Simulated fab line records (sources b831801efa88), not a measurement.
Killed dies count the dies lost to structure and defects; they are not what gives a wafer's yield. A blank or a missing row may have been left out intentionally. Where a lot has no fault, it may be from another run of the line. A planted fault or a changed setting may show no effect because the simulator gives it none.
Struck lot and sound lot, side by side -- flow sky130 -- 18 out of 708 route steps
Sound: these wafers, L536.2, L536.4, L536.6. Wafers L539.4, L539.5, L539.6 were the ones struck. At the end, the cause is stated.
Each step with rows lists, per side, the tool, then ch with its chambers, then its first start. Under that, the readings that differ: sound wafers -- struck wafers -- difference of the means -- sigmas: that difference in standard deviations of wafers without a fault.
alike: readings whose means differ by less than 2 such deviations, and words and numbers that are the same on both sides. not compared: withheld readings, readings that some wafer has no value for, bounds like >300 that may hide the same value, and numbers for which the record gives no deviation and whose values overlap.
Wherever a step has rows on one side only, a row that says differs or no value, or a row with sigmas, the two part there. When numbers do not overlap yet have no deviation, they are printed without sigmas and do not part them. A reading that every wafer of one side lacks parts them only if that side has two wafers or more.

first, 2 steps without rows for these wafers: SKY_GATE_OXIDE_CLEAN_00 (cleans in SC1/SC2, time 150 s); SKY_GATE_OXIDE_OXIDATION_01 (stabilise 600 s, purge 300 s, target thk 10.268 nm).
SKY_GATE_OXIDE_THK_MEAS_02:
  struck on film_metro-04, day 18 21:13; sound on film_metro-04, day 17 23:38
reading,sound,struck,difference,sigmas
GATE_OXIDE_OXIDATION_00_THK (nm),10.11 10.13 10.19,10.66 10.62 10.81,+0.55,+3
then, 7 steps without rows for these wafers: SKY_GATE_OXIDE_DEHYDRATE_03 (time 60 s); SKY_GATE_OXIDE_HMDS_04 (prime time 60 s); SKY_GATE_OXIDE_COAT_05 (resist thk 1140 nm); SKY_GATE_OXIDE_SOFTBAKE_06 (time 60 s); SKY_GATE_OXIDE_EXPOSE_07 (exposes mask LVOM, target cd 600 nm); SKY_GATE_OXIDE_PEB_08; SKY_GATE_OXIDE_DEVELOP_09 (develop time 60 s).
SKY_GATE_OXIDE_OVL_MEAS_10:
  struck on overlay-02, day 20 04:13; sound on overlay-01, day 19 05:52
  alike: GATE_OXIDE_OVL
after that, 1 step had no rows for these wafers: SKY_GATE_OXIDE_IMPLANT_11.
SKY_GATE_OXIDE_WET_ETCH_12: etches SiO2 in dHF, target depth 16.8 nm, time 336 s.
  sound on wet_bench-02 ch 1, day 19 06:03; struck on wet_bench-02 ch 3, day 20 04:23
reading,sound,struck,difference,sigmas
run_length_s (s),364 364 364,123 123 123,-241,-65
model.SiO2_of_FIELD_ISO_CVD_24.thk_nm (nm),362.4 365.6 364.2,376 376.1 375.8,+12,
SKY_GATE_OXIDE_STRIP_13: strips in O2/N2.
  sound on plasma_asher-04 ch 0,1, day 19 06:09; struck on plasma_asher-04 ch 0,1, day 20 04:31
  alike: drypump_motor_current_A, oes_product_au, strip_time_to_endpoint_s
  not compared: rf_hours_counter_h
SKY_GATE_OXIDE_TW_MEAS_14:
  struck on film_metro-04, day 20 04:37; sound on film_metro-04, day 19 06:16
  alike: GATE_OXIDE_TW
SKY_GATE_OXIDE_CLEAN_15: cleans in SC1/SC2, time 150 s.
  sound on wet_bench-02 ch 0, day 19 06:19; struck on wet_bench-04 ch 1, day 20 04:39
reading,sound,struck,difference,sigmas
model.SiO2_of_FIELD_ISO_CVD_24.thk_nm (nm),361.8 365 363.5,375.4 375.4 375.2,+11.9,
  alike: bath_guard_temp_C
then, 1 step without rows for these wafers: SKY_GATE_OXIDE_OXIDATION_16 (stabilise 600 s, purge 300 s, target thk 3.57 nm).
-- record jumps: 30 days separate the struck wafers' starts on either side; left off in module GATE_OXIDE, taken up again in module PAD_OPEN, whose first shown step is the route's number 708 --
SKY_PAD_OPEN_PROBE_99:
  struck on prober-01, day 50 01:30; sound on prober-02, day 49 12:28
reading,sound,struck,difference,sigmas
killed_at_front_end,14 23 11,427 411 417,+402,+82
killed_dies,97 93 85,492 492 492,+400,+36
killed_on_rim,20 23 11,96 96 96,+78,+21
  alike: killed_at_M0_to_M3, killed_at_M4_up, killed_at_contacts, killed_at_other, killed_open, killed_short

== WHERE THEY PART ==
First at SKY_GATE_OXIDE_THK_MEAS_02; last, within this record, at SKY_PAD_OPEN_PROBE_99.

WHY: whatever the simulator had introduced
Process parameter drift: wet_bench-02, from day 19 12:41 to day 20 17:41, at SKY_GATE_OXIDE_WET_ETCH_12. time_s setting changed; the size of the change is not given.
